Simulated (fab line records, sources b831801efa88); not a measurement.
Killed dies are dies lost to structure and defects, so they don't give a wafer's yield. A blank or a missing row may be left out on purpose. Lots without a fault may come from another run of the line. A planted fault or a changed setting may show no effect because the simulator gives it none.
Which tool did it? | flow gf180mcu | 24 lots, 72 wafers sampled, at 6 steps of a route of 602

WHAT THE GAUGES READ, wafer by wafer
GF_HV_LDD_THK_MEAS_55. Usual: HV_LDD_CVD_54_THK 10.05 nm, standard deviation 0.14.
lot  | measured     | on            | HV_LDD_CVD_54_THK (nm) | flag
L074 | day 12 12:10 | film_metro-04 | 10.11 10.03 10.11      |
L075 | day 12 16:40 | film_metro-04 | 10.06 9.99 9.89        |
L076 | day 13 03:25 | film_metro-03 | 9.85 9.88 10.00        |
L077 | day 13 10:43 | film_metro-04 | 10.25 10.25 10.21      |
L078 | day 13 18:32 | film_metro-04 | 10.21 10.17 10.12      |
L079 | day 14 02:13 | film_metro-03 | 10.02 10.10 10.01      |
L080 | day 14 09:54 | film_metro-04 | 10.12 10.01 10.07      |
L081 | day 14 20:53 | film_metro-03 | 10.00 10.01 9.91       |
L082 | day 15 05:26 | film_metro-04 | 10.07 10.14 10.01      |
L083 | day 15 15:37 | film_metro-03 | 9.89 10.03 9.94        |
L084 | day 15 19:00 | film_metro-04 | 10.17 10.16 10.17      |
L085 | day 16 10:34 | film_metro-04 | 9.99 9.94 9.91         |
L086 | day 16 18:50 | film_metro-04 | 10.05 10.11 10.10      |
L087 | day 16 23:54 | film_metro-03 | 10.17 10.09 10.01      |
L088 | day 17 04:01 | film_metro-04 | 10.02 9.93 9.99        |
L089 | day 17 15:28 | film_metro-01 | 10.37 10.41 10.20      |
L090 | day 17 23:19 | film_metro-01 | 10.14 9.99 9.94        |
L091 | day 18 05:11 | film_metro-04 | 10.26 10.33 10.26      |
L092 | day 18 14:38 | film_metro-03 | 10.02 10.00 9.94       |
L093 | day 18 23:54 | film_metro-01 | 10.20 10.08 10.10      |
L094 | day 19 10:10 | film_metro-03 | 10.04 10.01 9.98       |
L095 | day 19 16:00 | film_metro-03 | 9.96 9.90 9.93         |
L096 | day 19 22:46 | film_metro-01 | 9.77 9.72 9.69         |
L097 | day 20 10:10 | film_metro-04 | 9.99 10.06 10.10       |

GF_V1_OVL_MEAS_15. Usual: V1_OVL -1 nm, standard deviation 6.4.
lot  | measured     | on         | V1_OVL (nm) | flag
L074 | day 18 01:55 | overlay-02 | -6 -8 -7    |
L075 | day 18 09:47 | overlay-01 | 0 -3 -4     |
L076 | day 18 20:42 | overlay-01 | 6 -5 6      |
L077 | day 19 05:13 | overlay-01 | -1 2 0      |
L078 | day 19 16:34 | overlay-02 | -7 -10 -5   |
L079 | day 19 23:46 | overlay-01 | 10 14 2     |
L080 | day 20 12:23 | overlay-02 | -1 1 2      |
L081 | day 20 23:16 | overlay-02 | -9 -7 -4    |
L082 | day 21 08:20 | overlay-01 | -1 8 4      |
L083 | day 21 19:49 | overlay-01 | 3 -3 -3     |
L084 | day 21 23:22 | overlay-01 | -9 -11 -6   |
L085 | day 22 14:50 | overlay-02 | -13 -9 -11  |
L086 | day 23 00:38 | overlay-01 | -4 4 1      |
L087 | day 23 06:14 | overlay-01 | 9 5 -8      |
L088 | day 23 11:16 | overlay-01 | 9 2 11      |
L089 | day 23 19:59 | overlay-01 | 1 1 6       |
L090 | day 24 03:44 | overlay-01 | 11 5 8      |
L091 | day 24 10:47 | overlay-02 | -4 0 -7     |
L092 | day 24 18:11 | overlay-01 | -5 -7 5     |
L093 | day 25 02:44 | overlay-01 | 6 6 3       |
L094 | day 25 11:05 | overlay-01 | -3 -5 3     |
L095 | day 25 17:37 | overlay-01 | -4 0 -1     |
L096 | day 25 23:35 | overlay-02 | 5 -8 4      |
L097 | day 26 09:50 | overlay-02 | -2 2 4      |

GF_M2_OVL_MEAS_15. Usual: M2_OVL 5 nm, standard deviation 5.4.
lot  | measured     | on         | M2_OVL (nm) | flag
L074 | day 19 03:12 | overlay-01 | 18 11 15    |
L075 | day 19 11:51 | overlay-01 | 2 1 9       |
L076 | day 19 22:48 | overlay-02 | 5 0 6       |
L077 | day 20 07:53 | overlay-01 | 4 10 8      |
L078 | day 20 18:46 | overlay-02 | 4 7 13      |
L079 | day 21 01:43 | overlay-01 | -3 -1 -1    |
L080 | day 21 13:42 | overlay-02 | -1 8 1      |
L081 | day 22 00:26 | overlay-01 | 5 7 16      |
L082 | day 22 09:17 | overlay-01 | 10 17 13    |
L083 | day 22 21:02 | overlay-01 | 12 10 11    |
L084 | day 23 00:02 | overlay-02 | -2 3 14     |
L085 | day 23 15:29 | overlay-02 | 6 15 5      |
L086 | day 24 00:56 | overlay-02 | 10 10 6     |
L087 | day 24 06:17 | overlay-02 | 14 2 9      |
L088 | day 24 11:08 | overlay-01 | 5 11 9      |
L089 | day 24 20:17 | overlay-01 | 11 1 4      |
L090 | day 25 03:26 | overlay-02 | 5 4 8       |
L091 | day 25 10:08 | overlay-01 | 4 -3 0      |
L092 | day 25 18:19 | overlay-01 | 4 11 8      |
L093 | day 26 01:08 | overlay-01 | -3 -6 1     |
L094 | day 26 10:05 | overlay-02 | 0 -5 -1     |
L095 | day 26 16:02 | overlay-02 | -3 6 9      |
L096 | day 26 21:44 | overlay-02 | 2 -3 -3     |
L097 | day 27 08:31 | overlay-02 | -1 0 4      |

GF_V3_RS_MEAS_24: measures by four-point-probe. Usual: V3_W_RS 0.317 ohm/sq, standard deviation 0.0046.
lot  | measured     | on            | V3_W_RS (ohm/sq)  | flag
L074 | day 22 08:25 | film_metro-02 | 0.322 0.325 0.324 |
L075 | day 22 17:59 | film_metro-02 | 0.317 0.326 0.326 |
L076 | day 23 03:35 | film_metro-03 | 0.322 0.318 0.319 |
L077 | day 23 12:35 | film_metro-04 | 0.323 0.313 0.322 |
L078 | day 23 22:43 | film_metro-03 | 0.325 0.325 0.316 |
L079 | day 24 04:31 | film_metro-02 | 0.314 0.322 0.318 |
L080 | day 24 15:10 | film_metro-02 | 0.313 0.311 0.316 |
L081 | day 25 02:41 | film_metro-04 | 0.309 0.322 0.322 |
L082 | day 25 10:04 | film_metro-02 | 0.320 0.317 0.325 |
L083 | day 25 20:53 | film_metro-04 | 0.314 0.318 0.313 |
L084 | day 25 21:43 | film_metro-03 | 0.314 0.318 0.322 |
L085 | day 26 13:18 | film_metro-04 | 0.312 0.314 0.322 |
L086 | day 26 22:49 | film_metro-03 | 0.323 0.316 0.321 |
L087 | day 27 03:59 | film_metro-02 | 0.311 0.313 0.311 |
L088 | day 27 08:27 | film_metro-03 | 0.312 0.322 0.317 |
L089 | day 27 16:41 | film_metro-03 | 0.319 0.314 0.322 |
L090 | day 27 22:41 | film_metro-03 | 0.311 0.314 0.314 |
L091 | day 28 05:09 | film_metro-02 | 0.316 0.316 0.318 |
L092 | day 28 12:59 | film_metro-04 | 0.322 0.318 0.324 |
L093 | day 28 18:02 | film_metro-03 | 0.323 0.320 0.325 |
L094 | day 29 02:49 | film_metro-04 | 0.310 0.317 0.314 |
L095 | day 29 06:47 | film_metro-02 | 0.314 0.320 0.313 |
L096 | day 29 13:04 | film_metro-03 | 0.316 0.313 0.312 |
L097 | day 30 00:08 | film_metro-02 | 0.324 0.322 0.321 |

WHICH TOOL RAN EACH LOT (tool, then ch and the chambers of the sampled wafers, then the start)
lot  | GF_CONTACT_CMP_04             | GF_V1_CMP_26
L074 | cmp-02 ch 1,2, day 15 03:44   | cmp-02 ch 0,2, day 18 03:01
L075 | cmp-02 ch 2,3, day 15 08:56   | cmp-02 ch 0,1,3, day 18 10:58
L076 | cmp-02 ch 0,1,3, day 15 20:02 | cmp-01 ch 1,2,3, day 18 21:56
L077 | cmp-01 ch 0,1,3, day 16 04:00 | cmp-01 ch 0,1, day 19 06:21
L078 | cmp-02 ch 1,2, day 16 13:35   | cmp-01 ch 2,3, day 19 17:44
L079 | cmp-01 ch 2,3, day 16 22:23   | cmp-02 ch 0,3, day 20 00:52
L080 | cmp-01 ch 0,1,2, day 17 09:08 | cmp-01 ch 0,3, day 20 13:28
L081 | cmp-01 ch 1,3, day 17 19:10   | cmp-01 ch 0,2, day 21 00:25
L082 | cmp-02 ch 1,3, day 18 04:26   | cmp-02 ch 0,1,3, day 21 09:25
L083 | cmp-01 ch 0,2,3, day 18 15:23 | cmp-02 ch 0,1,3, day 21 20:55
L084 | cmp-02 ch 2,3, day 18 19:16   | cmp-02 ch 0,1,3, day 22 00:28
L085 | cmp-01 ch 2,3, day 19 12:18   | cmp-01 ch 0,3, day 22 16:00
L086 | cmp-02 ch 0,2,3, day 19 22:17 | cmp-02 ch 2,3, day 23 01:52
L087 | cmp-01 ch 2,3, day 20 03:47   | cmp-02 ch 0,2, day 23 07:26
L088 | cmp-02 ch 1,2, day 20 08:20   | cmp-02 ch 1,2, day 23 12:25
L089 | cmp-02 ch 0,1,2, day 20 18:42 | cmp-02 ch 0,1,3, day 23 21:05
L090 | cmp-02 ch 0,1,3, day 21 03:13 | cmp-02 ch 1,2, day 24 04:49
L091 | cmp-01 ch 0,2,3, day 21 10:21 | cmp-01 ch 0,1,2, day 24 11:56
L092 | cmp-02 ch 0,1,3, day 21 18:11 | cmp-02 ch 0,1, day 24 19:43
L093 | cmp-01 ch 1,2, day 22 04:04   | cmp-02 ch 0,3, day 25 03:55
L094 | cmp-01 ch 1,2, day 22 13:04   | cmp-02 ch 0,1,3, day 25 12:17
L095 | cmp-02 ch 0,1,3, day 22 18:54 | cmp-01 ch 1,2, day 25 19:03
L096 | cmp-01 ch 0,1, day 23 01:56   | cmp-01 ch 0,1,3, day 26 00:49
L097 | cmp-01 ch 1,3, day 23 13:11   | cmp-02 ch 0,1,3, day 26 11:20
- GF_CONTACT_CMP_04: polishes SiO2.
- GF_V1_CMP_26: polishes, stops on SiO2, t overpolish 15 s, target thk 0 nm.

WHAT THE TOOLS THEMSELVES READ (means of the sampled wafers that have a number; where no wafer has one, the mark that the record gives instead)
GF_CONTACT_CMP_04. Usual: edge_zone_pressure_frac 1.000, standard deviation 0.0049; motor_current_A 12.3 A, standard deviation 1.6; time_to_endpoint_s 107 s, standard deviation 5.4.
lot  | tool   | edge_zone_pressure_frac | motor_current_A (A) | time_to_endpoint_s (s) | flag
L074 | cmp-02 | 1.004                   | 11.6                | 109                    |
L075 | cmp-02 | 0.997                   | 9.8                 | 108                    |
L076 | cmp-02 | 0.998                   | 12.3                | 109                    |
L077 | cmp-01 | 0.997                   | 12.7                | 105                    |
L078 | cmp-02 | 0.999                   | 12.8                | 112                    |
L079 | cmp-01 | 1.002                   | 12.7                | 108                    |
L080 | cmp-01 | 1.000                   | 12.4                | 104                    |
L081 | cmp-01 | 0.994                   | 12.7                | 107                    |
L082 | cmp-02 | 1.002                   | 10.9                | 101                    |
L083 | cmp-01 | 1.003                   | 12.0                | 99                     |
L084 | cmp-02 | 0.999                   | 10.3                | 106                    |
L085 | cmp-01 | 0.999                   | 12.3                | 109                    |
L086 | cmp-02 | 1.006                   | 11.6                | 115                    |
L087 | cmp-01 | 0.997                   | 12.8                | 105                    |
L088 | cmp-02 | 1.003                   | 11.7                | 115                    |
L089 | cmp-02 | 0.999                   | 12.7                | 105                    |
L090 | cmp-02 | 1.002                   | 12.5                | 106                    |
L091 | cmp-01 | 1.000                   | 12.0                | 102                    |
L092 | cmp-02 | 0.993                   | 12.0                | 101                    |
L093 | cmp-01 | 1.000                   | 13.4                | 105                    |
L094 | cmp-01 | 1.006                   | 13.3                | 105                    |
L095 | cmp-02 | 0.999                   | 12.3                | 112                    |
L096 | cmp-01 | 0.996                   | 12.9                | 108                    |
L097 | cmp-01 | 0.998                   | 13.3                | 112                    |

GF_V1_CMP_26. Usual: edge_zone_pressure_frac 1.000, standard deviation 0.0047; motor_current_A 11.3 A, standard deviation 1.6; overpolish_run_s 15.000 s, standard deviation 0.0091; time_to_endpoint_s 84 s, standard deviation 3.9.
lot  | tool   | edge_zone_pressure_frac | motor_current_A (A) | overpolish_run_s (s) | time_to_endpoint_s (s) | flag
L074 | cmp-02 | 1.003                   | 12.5                | 14.996               | 91                     |
L075 | cmp-02 | 0.999                   | 11.2                | 14.998               | 83                     |
L076 | cmp-01 | 1.004                   | 11.9                | 14.998               | 82                     |
L077 | cmp-01 | 1.001                   | 11.4                | 14.994               | 81                     |
L078 | cmp-01 | 0.998                   | 11.5                | 14.999               | 82                     |
L079 | cmp-02 | 0.997                   | 10.1                | 14.988               | 86                     |
L080 | cmp-01 | 0.999                   | 10.9                | 15.007               | 85                     |
L081 | cmp-01 | 0.995                   | 10.7                | 14.995               | 84                     |
L082 | cmp-02 | 0.999                   | 11.3                | 15.002               | 85                     |
L083 | cmp-02 | 1.003                   | 11.3                | 15.002               | 82                     |
L084 | cmp-02 | 1.001                   | 11.4                | 15.001               | 82                     |
L085 | cmp-01 | 1.001                   | 11.1                | 15.000               | 85                     |
L086 | cmp-02 | 1.005                   | 9.5                 | 15.000               | 85                     |
L087 | cmp-02 | 0.994                   | 12.0                | 14.995               | 82                     |
L088 | cmp-02 | 1.000                   | 10.6                | 14.997               | 89                     |
L089 | cmp-02 | 0.998                   | 11.2                | 14.999               | 85                     |
L090 | cmp-02 | 1.000                   | 11.6                | 14.999               | 89                     |
L091 | cmp-01 | 0.999                   | 11.3                | 15.008               | 82                     |
L092 | cmp-02 | 0.999                   | 12.7                | 15.005               | 81                     |
L093 | cmp-02 | 1.001                   | 11.3                | 15.002               | 80                     |
L094 | cmp-02 | 1.001                   | 11.4                | 15.004               | 81                     |
L095 | cmp-01 | 0.998                   | 12.2                | 15.005               | 85                     |
L096 | cmp-01 | 1.000                   | 11.4                | 15.000               | 83                     |
L097 | cmp-02 | 1.005                   | 11.7                | 14.996               | 81                     |

THE ANSWER, worked out from the rows above alone
Rule: a lot is off if the mean of its wafers that have a number lies more than 3 standard deviations from the usual mean. A lot without any number at a reading at which 4 lots or more have one is off too. The other lots that the step has rows for count as sound. The gauges are gone through in route order, then the tools' own readings, and for those a lot's mean is taken as printed above. The first step at which some lot is off is used, and at that step the reading that is off furthest; a lot without a number counts as furthest.
No lot is off at any reading shown: from this, nothing can be told.

WHAT THE SIMULATOR HAD PUT IN
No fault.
